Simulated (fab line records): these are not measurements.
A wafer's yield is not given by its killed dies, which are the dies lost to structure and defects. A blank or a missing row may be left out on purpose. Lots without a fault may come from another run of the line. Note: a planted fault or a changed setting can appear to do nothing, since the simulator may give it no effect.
2 desks looking at one fault || flow sky130 || what lay behind the numbers comes last; until then each desk has only its own

## TOOL OWNER'S DESK, hdpcvd-02
The tool's own readings at SKY_VIA1_HDPCVD_00 (deposits SiO2, target thk 1030 nm, time 171.7 s): means of the sampled wafers that have a number, for each lot that ran on this tool. If a lot's mean is further than 4 standard deviations from the usual mean, the lot is out of limits and carries the mark OUT (the distance appears in the brackets).
Columns: A = sih4 flow sccm at SKY_VIA1_HDPCVD_00, usual 59.98 sccm
{"lot": "L374", "first seen here": "day 33 09:49", "A": 59.95}
{"lot": "L376", "first seen here": "day 33 21:04", "A": 59.99}
{"lot": "L377", "first seen here": "day 34 00:07", "A": 60.03}
{"lot": "L379", "first seen here": "day 35 00:17", "A": 59.94}
{"lot": "L386", "first seen here": "day 37 07:01", "A": 60.12}
{"lot": "L388", "first seen here": "day 38 08:04", "A": "49.99 (-48) OUT"}
{"lot": "L391", "first seen here": "day 39 13:08", "A": "49.98 (-48) OUT"}
This desk finds L388, L391 out of limits, L388 being first, at day 38 08:04 (sih4 flow sccm at SKY_VIA1_HDPCVD_00). In limits: L374, L376, L377, L379, L386.

## THE METROLOGY DESK
What the gauges read for every lot (on any tool): the sampled wafers with a number, averaged. If a lot's mean is further than 4 standard deviations from the usual mean, the lot is out of limits and carries the mark OUT (the distance appears in the brackets).
Columns: A = CONTACT_W_RS at SKY_CONTACT_RS_MEAS_25, usual 0.340 ohm/sq; B = VIA1_HDPCVD_THK at SKY_VIA1_THK_MEAS_01, usual 1033 nm
{"lot": "L373", "first seen here": "day 31 14:05", "A": 0.343, "B": 1028}
{"lot": "L374", "first seen here": "day 32 05:01", "A": 0.338, "B": 1041}
{"lot": "L375", "first seen here": "day 32 08:37", "A": 0.336, "B": 1035}
{"lot": "L376", "first seen here": "day 32 16:28", "A": 0.339, "B": 1029}
{"lot": "L377", "first seen here": "day 32 19:47", "A": 0.342, "B": 1044}
{"lot": "L379", "first seen here": "day 33 19:50", "A": 0.345, "B": 1035}
{"lot": "L381", "first seen here": "day 34 16:24", "A": 0.337, "B": 1031}
{"lot": "L386", "first seen here": "day 36 03:25", "A": 0.340, "B": 1036}
{"lot": "L388", "first seen here": "day 37 04:39", "A": 0.340, "B": "864 (-18) OUT"}
{"lot": "L391", "first seen here": "day 38 10:23", "A": 0.337, "B": "856 (-19) OUT"}
{"lot": "L392", "first seen here": "day 38 10:34", "A": 0.336, "B": 1030}
{"lot": "L394", "first seen here": "day 38 11:46", "A": 0.338, "B": 1029}
{"lot": "L393", "first seen here": "day 38 14:07", "A": 0.342, "B": 1015}
Finding of this desk: L388, L391 out of limits, first seen on L388 at day 38 08:11 (VIA1_HDPCVD_THK at SKY_VIA1_THK_MEAS_01). In limits: L373, L374, L375, L376, L377, L379, L381, L386, L392, L394, L393.

## ALL TOGETHER
At day 38 08:04, on L388, L391, the tool owner's desk was in a position to raise an alarm.
An alarm was possible from the metrology desk at day 38 08:11, on L388, L391.
The lots listed all ran SKY_VIA1_HDPCVD_00 on hdpcvd-02.

## WHAT THE SIMULATOR PUT IN
hdpcvd-02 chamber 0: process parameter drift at SKY_VIA1_HDPCVD_00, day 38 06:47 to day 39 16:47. A move of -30 in setting sih4 flow sccm, from 60. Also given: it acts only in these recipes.
Struck lots among those shown: L388, L391.
Time in hours from fault onset to the first out-of-limits reading at each desk: tool owner's desk 1, metrology desk 1.
